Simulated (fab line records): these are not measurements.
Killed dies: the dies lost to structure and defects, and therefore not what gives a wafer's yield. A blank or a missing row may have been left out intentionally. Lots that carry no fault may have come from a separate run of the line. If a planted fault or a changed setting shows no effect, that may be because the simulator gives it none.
A struck lot beside a sound one + flow sky130 + 31 out of 708 route steps
Sound: wafers L737.2, L737.4, L737.6. Struck: wafer L744.2 (left out: L744.3, L744.4 of the same lot, which were not struck); the cause appears at the end.
Each step with rows lists, per side, the tool, then ch with its chambers, then its first start. Under that, the readings that differ: sound wafers + struck wafers + difference of the means + sigmas: that difference in standard deviations of wafers without a fault.
alike: readings with means less than 2 such deviations apart, plus words and numbers identical on both sides. not compared: withheld readings, readings lacking a value on some wafer, bounds such as >300 that could conceal the same value, and numbers that have no deviation in the record and whose values overlap.
Wherever a step has rows on one side only, a row that says differs or no value, or a row with sigmas, the two part there. When numbers do not overlap yet have no deviation, they are printed without sigmas and do not part them. Lack of a reading on every wafer of one side parts them only where that side has two or more wafers.

first, 5 steps without rows for these wafers: SKY_VIA1_STRIP_17 (strips in post etch residue remover, time 1200 s); SKY_VIA1_CLEAN_18 (cleans in IPA, time 180 s); SKY_VIA1_CLEAN_19 (cleans in O3/DIW); SKY_VIA1_SPUTTER_20 (material TiN, target thk 20 nm, time 80 s); SKY_VIA1_CVD_21 (deposits W, target thk 270 nm, time 80.902 s).
SKY_VIA1_RS_MEAS_22: measures by four-point-probe.
  sound: film metro-01 at day 34 06:59; struck: film metro-01 at day 37 17:51
  alike: VIA1_W_RS
SKY_VIA1_THK_MEAS_23: measures by xrf.
  sound: film metro-01 at day 34 07:06; struck: film metro-01 at day 37 17:58
  alike: VIA1_W_THK
SKY_VIA1_CMP_24: polishes, stops on SiO2, t overpolish 15 s, target thk 0 nm.
  sound on cmp-01 ch 0,2, day 34 07:09; struck on cmp-01 ch 3, day 37 18:04
| reading             | sound          | struck | difference | sigmas |
|---------------------|----------------|--------|------------|--------|
| motor current A (A) | 12.1 14.1 12.5 | 9.7    | -3.2       | -2     |
  alike: overpolish run s, time to endpoint s
then, 1 step without rows for these wafers: SKY_METAL2_SPUTTER_00 (material Ti, target thk 15 nm, time 10 s).
SKY_METAL2_SPUTTER_01: material TiN, target thk 20 nm, time 16.7 s.
  sound: pvd sputter-02 at day 34 07:28; struck: pvd sputter-02 at day 37 18:20
  alike: throttle valve pct
SKY_METAL2_SPUTTER_02: material AlCu, target thk 250 nm, time 13.3 s.
  sound: pvd sputter-02 at day 34 07:30; struck: pvd sputter-02 at day 37 18:21
  alike: throttle valve pct
then, 1 step without rows for these wafers: SKY_METAL2_SPUTTER_03 (material Ti, target thk 5 nm, time 3.3 s).
SKY_METAL2_SPUTTER_04: material TiN, target thk 70 nm, time 58.3 s.
  sound: pvd sputter-02 at day 34 07:32; struck: pvd sputter-02 at day 37 18:24
| reading                                    | sound            | struck | difference | sigmas |
|--------------------------------------------|------------------|--------|------------|--------|
| model.TiN_of_METAL2_SPUTTER_04.thk nm (nm) | 71.14 70.3 70.96 | 99.16  | +28.36     |        |
  alike: throttle valve pct
SKY_METAL2_RS_MEAS_05: measures by four-point-probe.
  sound: film metro-02 at day 34 07:37; struck: film metro-02 at day 37 18:45
  alike: METAL2_ALCU_RS
  not compared: hold
SKY_METAL2_THK_MEAS_06: measures by xrf.
  sound: film metro-02 at day 34 07:43; struck: film metro-02 at day 37 21:29
| reading              | sound       | struck | difference | sigmas |
|----------------------|-------------|--------|------------|--------|
| METAL2_ALCU_THK (nm) | 253 256 252 | 238    | -16        | -5     |
  not compared: hold
then, 7 steps without rows for these wafers: SKY_METAL2_HMDS_08 (prime time 60 s); SKY_METAL2_COAT_09 (resist thk 60 nm); SKY_METAL2_COAT_10 (resist thk 450 nm); SKY_METAL2_SOFTBAKE_11 (time 88.15 s); SKY_METAL2_EXPOSE_12 (exposes mask MM2, target cd 140 nm); SKY_METAL2_PEB_13; SKY_METAL2_DEVELOP_14 (develop time 60 s).
SKY_METAL2_CD_MEAS_15: target cd 140 nm.
  sound: cd sem-01 at day 35 10:25; struck: cd sem-02 at day 38 19:58
  alike: cd nm
SKY_METAL2_OVL_MEAS_16:
  sound: overlay-01 at day 35 10:32; struck: overlay-01 at day 38 20:05
  alike: METAL2_OVL
then, 1 step without rows for these wafers: SKY_METAL2_DESCUM_17 (chemistry O2, time 8 s).
SKY_METAL2_ETCH_18: etches BARC in N2/H2, stops on SiO2, time 45.9 s, target depth 60 nm.
  sound on rie metal-02 ch 0,1, day 35 10:35; struck on rie metal-04 ch 1, day 38 20:11
  alike: drypump motor current A, oes product au, throttle valve pct
  not compared: rf hours counter h
then, 1 step without rows for these wafers: SKY_METAL2_METAL_ETCH_19 (etches the open film in Cl2/BCl3, stops on SiO2, target depth 360 nm, time 78 s).
SKY_METAL2_STRIP_20: strips in O2/N2.
  sound on plasma asher-04 ch 0,1, day 35 10:44; struck on plasma asher-04 ch 1, day 38 20:29
  alike: drypump motor current A, oes product au, strip time to endpoint s
  not compared: rf hours counter h
SKY_METAL2_STRIP_21: strips in post etch residue remover, time 1200 s.
  sound on wet bench-02 ch 2, day 35 10:50; struck on wet bench-02 ch 1, day 38 20:35
| reading                                    | sound             | struck | difference | sigmas |
|--------------------------------------------|-------------------|--------|------------|--------|
| model.TiN_of_METAL2_SPUTTER_04.thk nm (nm) | 70.71 69.88 70.53 | 98.73  | +28.36     |        |
then, 1 step without rows for these wafers: SKY_METAL2_CLEAN_22 (cleans in IPA, time 180 s).
-- the record jumps here: 10 days lie between the struck wafers' starts before and after (it left off in module METAL2 and takes up again in module PAD_OPEN, whose first step shown is number 708 of the route) --
SKY_PAD_OPEN_PROBE_99:
  sound: prober-01 at day 45 22:27; struck: prober-01 at day 48 15:29
| reading                       | sound             | struck | difference | sigmas |
|-------------------------------|-------------------|--------|------------|--------|
| model.etest.via2 chain.rc ohm | 10.19 9.342 9.782 | 10.8   | +1.0       |        |
  alike: defect limited yield, killed_at_M0_to_M3, killed_at_M4_up, killed at contacts, killed at front end, killed at other, killed dies, killed open, killed short, sort_bin_3_pad_short, sort_bin_5_function, sort_bin_6_memory, sort n pass, sort yield pct

== WHERE THEY PART ==
At SKY_VIA1_CMP_24 first; at SKY_METAL2_THK_MEAS_06 last (within this record only). Later steps at which nothing parts them and some readings are alike: SKY_METAL2_CD_MEAS_15, SKY_METAL2_OVL_MEAS_16, SKY_METAL2_ETCH_18, SKY_METAL2_STRIP_20, SKY_PAD_OPEN_PROBE_99.

WHY: whatever the simulator had introduced
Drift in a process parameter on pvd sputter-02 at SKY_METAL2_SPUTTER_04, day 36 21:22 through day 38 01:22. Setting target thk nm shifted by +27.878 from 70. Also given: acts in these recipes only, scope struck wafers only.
